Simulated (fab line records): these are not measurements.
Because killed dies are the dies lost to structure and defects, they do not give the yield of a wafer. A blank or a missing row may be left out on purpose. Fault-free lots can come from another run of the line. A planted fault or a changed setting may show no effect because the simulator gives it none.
fab line records | flow sky130
[record] lots = 6 | wafers = 18 | lastDay = 50
route steps=708 shown LI_CONTACT@385 LOCAL_INTERCONNECT@387 PAD_OPEN@708
lots untouched by any fault: they come from a run of this same line in which no faults occurred
startH: hours from the record's first day to the start of the lot's first wafer shown | waitH: how many hours have passed since the lot's step before this one | " identical to the entry in the row above | L1.1+2: a single row standing in for several wafers | - no value, or no start given | * or withheld: withheld | < > ~ a bound
route shown NAME@n: names a module that has steps shown in the file, with the first one's number in the route | usual: the fault-free wafers' mean and standard deviation | same: alike in all rows | chamber/n: place in a boat | sites: readings site by site | _std_site: the values' standard deviation | _edge_site: mean of outer sites minus mean of inner sites | radiusMm: for every site, how far away it sits from the centre of the wafer | mask NAME#n: copy n | behind: the most recent tool/chamber to have shaped the wafer | hold: what put the lot on hold/how long, in hours/how the hold closed | device: names the non-switching transistor (n, p or np) | end of line: the tests these same wafers got at the end of their route | for a step that has no rows: nothing shown but its recipe | killed: dies lost to structure and defects at the first sort, not the wafer's yield | map: the dies of a wafer, with x for killed, . for not killed, _ for no die there
set.NAME: the setting that was run; set.NAME@STEP: the one run at that earlier step | model.NAME: the simulator's own value behind a step, which no gauge read
a table for each step, a row for each wafer; lots at some steps of the route
services: when a tool's chamber went out of use (startH, in hours from the record's first day, below 0 if earlier), for how many hours, and the reason
[[steps]]
[step SKY_LI_CONTACT_THK_MEAS_23]
[recipe] thkMeasGauge = xrf | reads = W_of_LI_CONTACT_CVD_21
[usual] LI_CONTACT_W_THK = 404/7.7
lot.wafer | tool         | chamber | startH | waitH | LI_CONTACT_W_THK[nm]
L140.2    | filmMetro-03 | -       | 699.23 | 0.1   | 402
L140.3    | "            | -       | "      | "     | 398
L140.4    | "            | -       | "      | "     | 401
L144.2    | filmMetro-02 | -       | 739.60 | 0.1   | 402
L144.3    | "            | -       | "      | "     | 405
L144.6    | "            | -       | "      | "     | 400
L155.3    | filmMetro-02 | -       | 832.76 | 0.1   | 406
L155.5    | "            | -       | "      | "     | 398
L155.6    | "            | -       | "      | "     | 395
L154.1    | filmMetro-03 | -       | 833.23 | 0.1   | 403
L154.3    | "            | -       | "      | "     | 404
L154.4    | "            | -       | "      | "     | 410
L157.1    | filmMetro-01 | -       | 834.50 | 0.1   | 405
L157.5    | "            | -       | "      | "     | 418
L157.6    | "            | -       | "      | "     | 409
L158.2    | filmMetro-01 | -       | 835.16 | 0.1   | 406
L158.4    | "            | -       | "      | "     | 408
L158.5    | "            | -       | "      | "     | 411
[step SKY_LI_CONTACT_CMP_24]
[recipe] stopOn = PSG | tOverpolishS = 20 | downForcePsi = 3.5 | platenRpm = 60 | targetThkNm = 0 | padVelocityMS = 0.94248
[usual] motorCurrentA = 11.4/1.1 | overpolishRunS = 19.999/0.0088 | timeToEndpointS = 95.8/2.9
lot.wafer | tool   | chamber | startH | waitH | motorCurrentA | overpolishRunS | timeToEndpointS
L140.4    | cmp-02 | 2       | 699.28 | 0.0   | 10.3          | 19.987         | 99.9
L140.2    | "      | 3       | "      | "     | 13.3          | 19.989         | 91.6
L140.3    | "      | 1       | "      | "     | 12.3          | 20.016         | 92.5
L144.2    | cmp-02 | 3       | 739.70 | 0.1   | 13.9          | 20.007         | 93.0
L144.3    | "      | 0       | "      | "     | 10.4          | 20.003         | 96.5
L144.6    | "      | 2       | "      | "     | 10.6          | 20.000         | 99.3
L155.3    | cmp-02 | 3       | 832.90 | 0.1   | 13.0          | 19.997         | 95.8
L155.5    | "      | 1       | "      | "     | 12.3          | 19.989         | 92.6
L155.6    | "      | 2       | "      | "     | 10.9          | 19.995         | 95.3
L154.1    | cmp-01 | 1       | 833.34 | 0.1   | 11.8          | 20.000         | 96.0
L154.3    | "      | 2       | "      | "     | 9.9           | 19.995         | 97.2
L154.4    | "      | 3       | "      | "     | 11.0          | 20.006         | 93.9
L157.1    | cmp-01 | 3       | 834.71 | 0.2   | 10.9          | 19.983         | 100.5
L157.6    | "      | 0       | "      | "     | 11.8          | 20.003         | 96.0
L157.5    | "      | 1       | "      | "     | 11.1          | 19.997         | 101.1
L158.2    | cmp-01 | 2       | 835.21 | 0.0   | 9.6           | 20.006         | 91.2
L158.4    | "      | 3       | "      | "     | 11.5          | 20.003         | 89.6
L158.5    | "      | 3       | "      | "     | 10.7          | 20.005         | 95.7
[step SKY_LOCAL_INTERCONNECT_SPUTTER_00]
[recipe] material = TiN | targetThkNm = 100 | tempC = 300 | powerW = 6500 | timeS = 83.3 | chamberPressurePa = 0.4
[usual] cathodeDcPowerW = 6500.2/1.2 | chamberPressurePa = 0.4000/0.00078 | throttleValvePct = 30.4/1
lot.wafer | tool          | chamber | startH | waitH | cathodeDcPowerW | chamberPressurePa | throttleValvePct
L140.2    | pvdSputter-01 | -       | 699.58 | 0.2   | 6502.2          | 0.3994            | 30.1
L140.3    | "             | -       | "      | "     | 6500.2          | 0.4005            | 29.1
L140.4    | "             | -       | "      | "     | 6500.1          | 0.4008            | 31.3
L144.2    | pvdSputter-02 | -       | 739.95 | 0.2   | 6500.6          | 0.4014            | 30.9
L144.3    | "             | -       | "      | "     | 6500.3          | 0.3986            | 31.4
L144.6    | "             | -       | "      | "     | 6500.0          | 0.3995            | 30.9
L155.3    | pvdSputter-02 | -       | 833.10 | 0.1   | 6499.1          | 0.3991            | 31.8
L155.5    | "             | -       | "      | "     | 6498.9          | 0.4005            | 31.4
L155.6    | "             | -       | "      | "     | 6499.5          | 0.4003            | 30.7
L154.1    | pvdSputter-03 | -       | 833.59 | 0.2   | 6500.3          | 0.3995            | 28.9
L154.3    | "             | -       | "      | "     | 6499.3          | 0.3991            | 29.8
L154.4    | "             | -       | "      | "     | 6500.3          | 0.4005            | 32.1
L157.1    | pvdSputter-02 | -       | 834.86 | 0.1   | 6500.9          | 0.3983            | 31.1
L157.5    | "             | -       | "      | "     | 6499.1          | 0.3998            | 29.5
L157.6    | "             | -       | "      | "     | 6501.2          | 0.3989            | 30.9
L158.2    | pvdSputter-03 | -       | 835.51 | 0.2   | 6498.9          | 0.3998            | 29.3
L158.4    | "             | -       | "      | "     | 6500.3          | 0.4012            | 32.3
L158.5    | "             | -       | "      | "     | 6501.2          | 0.4006            | 29.9
[step SKY_LOCAL_INTERCONNECT_RS_MEAS_01]
[recipe] thkMeasGauge = four-point-probe | reads = TiN_of_LOCAL_INTERCONNECT_SPUTTER_00
[usual] LOCAL_INTERCONNECT_TIN_RS = 14.15/0.13
lot.wafer | tool         | chamber | startH | waitH | LOCAL_INTERCONNECT_TIN_RS[ohm/sq]
L140.2    | filmMetro-03 | -       | 699.66 | 0.1   | 14.15
L140.3    | "            | -       | "      | "     | 14.18
L140.4    | "            | -       | "      | "     | 14.16
L144.2    | filmMetro-04 | -       | 740.04 | 0.1   | 14.18
L144.3    | "            | -       | "      | "     | 14.13
L144.6    | "            | -       | "      | "     | 14.21
L155.3    | filmMetro-02 | -       | 833.20 | 0.1   | 14.30
L155.5    | "            | -       | "      | "     | 14.22
L155.6    | "            | -       | "      | "     | 14.19
L154.1    | filmMetro-02 | -       | 833.66 | 0.0   | 14.09
L154.3    | "            | -       | "      | "     | 14.06
L154.4    | "            | -       | "      | "     | 14.24
L157.1    | filmMetro-02 | -       | 834.92 | 0.0   | 14.16
L157.5    | "            | -       | "      | "     | 14.27
L157.6    | "            | -       | "      | "     | 14.07
L158.2    | filmMetro-04 | -       | 835.60 | 0.1   | 14.17
L158.4    | "            | -       | "      | "     | 14.30
L158.5    | "            | -       | "      | "     | 14.19
[step SKY_LOCAL_INTERCONNECT_THK_MEAS_02]
[recipe] thkMeasGauge = xrf | reads = TiN_of_LOCAL_INTERCONNECT_SPUTTER_00
[usual] LOCAL_INTERCONNECT_TIN_THK = 101.0/1.5
lot.wafer | tool         | chamber | startH | waitH | LOCAL_INTERCONNECT_TIN_THK[nm]
L140.2    | filmMetro-03 | -       | 699.77 | 0.1   | 100.0
L140.3    | "            | -       | "      | "     | 100.7
L140.4    | "            | -       | "      | "     | 99.8
L144.2    | filmMetro-04 | -       | 740.15 | 0.1   | 102.6
L144.3    | "            | -       | "      | "     | 102.8
L144.6    | "            | -       | "      | "     | 102.0
L155.3    | filmMetro-02 | -       | 833.30 | 0.1   | 99.2
L155.5    | "            | -       | "      | "     | 100.3
L155.6    | "            | -       | "      | "     | 100.1
L154.1    | filmMetro-02 | -       | 833.78 | 0.1   | 100.6
L154.3    | "            | -       | "      | "     | 100.3
L154.4    | "            | -       | "      | "     | 99.5
L157.1    | filmMetro-02 | -       | 835.04 | 0.1   | 100.1
L157.5    | "            | -       | "      | "     | 99.1
L157.6    | "            | -       | "      | "     | 101.0
L158.2    | filmMetro-04 | -       | 835.71 | 0.1   | 102.8
L158.4    | "            | -       | "      | "     | 101.3
L158.5    | "            | -       | "      | "     | 102.5
[step SKY_LOCAL_INTERCONNECT_DEHYDRATE_03]
[recipe] tempC = 200 | timeS = 60
[step SKY_LOCAL_INTERCONNECT_HMDS_04]
[recipe] primeTimeS = 60 | primeTempC = 120
[step SKY_LOCAL_INTERCONNECT_COAT_05]
[recipe] resist = BARC | tempC = withheld | timeS = withheld | spinRpm = 3000 | resistThkNm = 60
[step SKY_LOCAL_INTERCONNECT_COAT_06]
[recipe] resist = KrF-thick | spinRpm = 2962 | resistThkNm = 450
[step SKY_LOCAL_INTERCONNECT_SOFTBAKE_07]
[recipe] tempC = 100 | timeS = 90 | resist = KrF-thick
[step SKY_LOCAL_INTERCONNECT_EXPOSE_08]
[recipe] maskId = LI1M | na = 0.8 | sourceShape = annular | sigmaInner = 0.55 | sigmaOuter = 0.85 | targetCdNm = 170 | doseMj = 28
[step SKY_LOCAL_INTERCONNECT_PEB_09]
[recipe] pebTempC = withheld | pebTimeS = withheld | resist = KrF-thick
[step SKY_LOCAL_INTERCONNECT_DEVELOP_10]
[recipe] developTimeS = 60 | resist = KrF-thick | devTempC = 21
[usual] developerTempC = 20.98/0.1 | resistLineTempC = 23.01/0.11
lot.wafer | tool          | chamber | startH | waitH | developerTempC | resistLineTempC
L140.2    | lithoTrack-03 | 0       | 727    | -     | 21.07          | 23.08
L140.3    | "             | 0       | "      | "     | 21.01          | 23.07
L140.4    | "             | 0       | "      | "     | 21.03          | 23.04
L144.2    | lithoTrack-01 | 0       | 764    | -     | 20.99          | 23.00
L144.3    | "             | 0       | "      | "     | 20.79          | 23.07
L144.6    | "             | 0       | "      | "     | 21.16          | 22.96
L155.3    | lithoTrack-03 | 0       | 858    | -     | 21.00          | 22.94
L155.5    | "             | 0       | "      | "     | 20.99          | 23.10
L155.6    | "             | 0       | "      | "     | 20.97          | 23.02
L154.1    | lithoTrack-01 | 0       | 859    | -     | 22.89          | 23.09
L154.3    | "             | 0       | "      | "     | 23.06          | 22.94
L154.4    | "             | 0       | "      | "     | 23.02          | 22.93
L157.1    | lithoTrack-01 | 0       | 860    | -     | 23.15          | 23.04
L157.5    | "             | 0       | "      | "     | 23.16          | 22.92
L157.6    | "             | 0       | "      | "     | 22.91          | 22.96
L158.2    | lithoTrack-03 | 0       | 861    | -     | 20.79          | 23.08
L158.4    | "             | 0       | "      | "     | 20.90          | 23.17
L158.5    | "             | 0       | "      | "     | 20.85          | 23.15
[step SKY_LOCAL_INTERCONNECT_CD_MEAS_11]
[recipe] targetCdNm = 170
[usual] cdNm = 170.0/1.6
lot.wafer | tool     | chamber | startH | waitH | cdNm
L140.2    | cdSem-02 | -       | 727.99 | -     | 169.1
L140.3    | "        | -       | "      | "     | 167.7
L140.4    | "        | -       | "      | "     | 167.1
L144.2    | cdSem-01 | -       | 764.69 | -     | 168.2
L144.3    | "        | -       | "      | "     | 169.8
L144.6    | "        | -       | "      | "     | 169.9
L155.3    | cdSem-02 | -       | 858.86 | -     | 166.9
L155.5    | "        | -       | "      | "     | 167.6
L155.6    | "        | -       | "      | "     | 168.0
L154.1    | cdSem-01 | -       | 859.42 | -     | 170.2
L154.3    | "        | -       | "      | "     | 169.9
L154.4    | "        | -       | "      | "     | 170.9
L157.1    | cdSem-01 | -       | 860.57 | -     | 171.5
L157.5    | "        | -       | "      | "     | 169.6
L157.6    | "        | -       | "      | "     | 171.6
L158.2    | cdSem-02 | -       | 861.74 | -     | 169.3
L158.4    | "        | -       | "      | "     | 170.4
L158.5    | "        | -       | "      | "     | 170.7
[step SKY_PAD_OPEN_PROBE_99]
[usual] killed_at_M0_to_M3 = 44/7.9 | killed_at_M4_up = 3.1/1.9 | killedAtContacts = 24/4.6 | killedAtFrontEnd = 16/4.9 | killedAtOther = 0.3/0.6 | killedDies = 87/9.7 | killedOpen = 48/7.2 | killedShort = 39/5.6
[same] grossDies = 492 | killedAtBackSide = 0
lot.wafer | tool      | chamber | startH  | waitH | killed_at_M0_to_M3 | killed_at_M4_up | killedAtContacts | killedAtFrontEnd | killedAtOther | killedDies | killedOpen | killedShort
L140.2    | prober-01 | -       | 1088.12 | 0.1   | 54                 | 4               | 17               | 16               | 0             | 91         | 47         | 43
L140.3    | prober-01 | -       | 1088.17 | 0.2   | 38                 | 5               | 28               | 23               | 0             | 94         | 53         | 39
L140.4    | prober-01 | -       | 1088.22 | 0.2   | 39                 | 5               | 24               | 16               | 0             | 84         | 40         | 43
L155.3    | prober-02 | -       | 1189.33 | 0.2   | 49                 | 3               | 27               | 12               | 1             | 92         | 55         | 36
L155.5    | prober-02 | -       | 1189.43 | 0.2   | 45                 | 4               | 26               | 14               | 1             | 90         | 42         | 48
L155.6    | prober-02 | -       | 1189.48 | 0.2   | 34                 | 2               | 28               | 23               | 0             | 87         | 41         | 45
// killed by level:class
L140.2 METAL2:geometricParticle:short=11 VIA1:geometricParticle:open=10 CONTACT:geometricParticle:open=8 LI_CONTACT:geometricParticle:open=7 METAL1:geometricParticle:short=7 VIA2:geometricParticle:open=7 FIELD_ISO:geometricParticle:short=4 FIELD_ISO:geometricParticle:open=4
L140.3 VIA1:geometricParticle:open=15 CONTACT:geometricParticle:open=9 POLY_GATE:geometricParticle:short=8 LI_CONTACT:geometricParticle:open=7 CONTACT:geometricParticle:short=7 LOCAL_INTERCONNECT:geometricParticle:short=5 FIELD_ISO:geometricParticle:short=4 POLY_GATE:geometricParticle:open=4
L140.4 VIA1:geometricParticle:open=8 LI_CONTACT:geometricParticle:open=6 CONTACT:geometricParticle:open=6 VIA1:geometricParticle:short=5 LOCAL_INTERCONNECT:geometricParticle:short=5 METAL1:geometricParticle:short=5 FIELD_ISO:geometricParticle:short=4 POLY_GATE:geometricParticle:short=4
L155.3 CONTACT:geometricParticle:open=14 VIA1:geometricParticle:open=8 VIA3:geometricParticle:open=7 POLY_GATE:geometricParticle:open=5 LI_CONTACT:geometricParticle:open=5 METAL1:geometricParticle:short=5 VIA1:geometricParticle:short=5 METAL1:geometricParticle:open=4
L155.5 CONTACT:geometricParticle:open=10 METAL2:geometricParticle:short=10 METAL1:geometricParticle:short=8 LI_CONTACT:geometricParticle:open=6 VIA3:geometricParticle:open=6 CONTACT:geometricParticle:short=5 VIA1:geometricParticle:open=5 FIELD_ISO:geometricParticle:open=4
L155.6 CONTACT:geometricParticle:open=10 POLY_GATE:geometricParticle:open=9 FIELD_ISO:geometricParticle:short=8 CONTACT:geometricParticle:short=8 METAL1:geometricParticle:short=6 VIA3:geometricParticle:short=6 LI_CONTACT:geometricParticle:open=5 VIA1:geometricParticle:open=5
[[services]]
tool          | chamber | startH | hours | kind
cmp-02        | -       | 676.87 | 1.0   | repair
cmp-01        | -       | 684.88 | 18.5  | pm
cmp-01        | -       | 703.38 | 5.5   | pm
cmp-01        | -       | 705.47 | 2.4   | repair
cmp-02        | -       | 708.88 | 6.6   | pm
cmp-02        | -       | 726.00 | 0.2   | repair
cmp-01        | -       | 738.23 | 4.7   | repair
cmp-02        | -       | 744.08 | 4.0   | pm
cmp-02        | -       | 748.08 | -     | consumableReplace:conditioner
cmp-02        | -       | 748.08 | -     | consumableReplace:pad
cmp-01        | -       | 762.63 | 0.7   | repair
cmp-02        | -       | 770.13 | 13.8  | pm
cmp-01        | -       | 780.91 | 1.5   | repair
cmp-02        | -       | 798.91 | 0.6   | repair
pvdSputter-03 | -       | 807.10 | 2.2   | repair
pvdSputter-03 | -       | 823.99 | 1.6   | repair
pvdSputter-01 | -       | 827.70 | 2.4   | repair
cmp-01        | -       | 839.57 | 1.1   | repair
cmp-01        | -       | 840.69 | 5.2   | pm
pvdSputter-02 | -       | 844.38 | 9.1   | repair
[[key]]
[firstSign] step = SKY_LOCAL_INTERCONNECT_DEVELOP_10 | reading = developerTempC | direction = up | sigmas = 20 | usual = * | struck = *
effect none on later readings
metAt SKY_LOCAL_INTERCONNECT_DEVELOP_10
struckWafers L154.1,L154.3,L154.4,L157.1,L157.5,L157.6
testerLeftOut L154,L157
onsetBetween 764 859
[fault] kind = processParameterDrift | tool = lithoTrack-01 | chamber = - | onsetH = 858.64 | steps = SKY_LOCAL_INTERCONNECT_DEVELOP_10 | channel = devTempC | offset = * | shape = step | endH = 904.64 | actsIn = * | stated = *
// testerLeftOut: of these lots the tester's yield and bins aren't shown, on N5 and GAA mostly nor the transistor test; their killed dies are dies lost to structure and defects alone, not to doping, threshold or leakage, so they don't give the yield
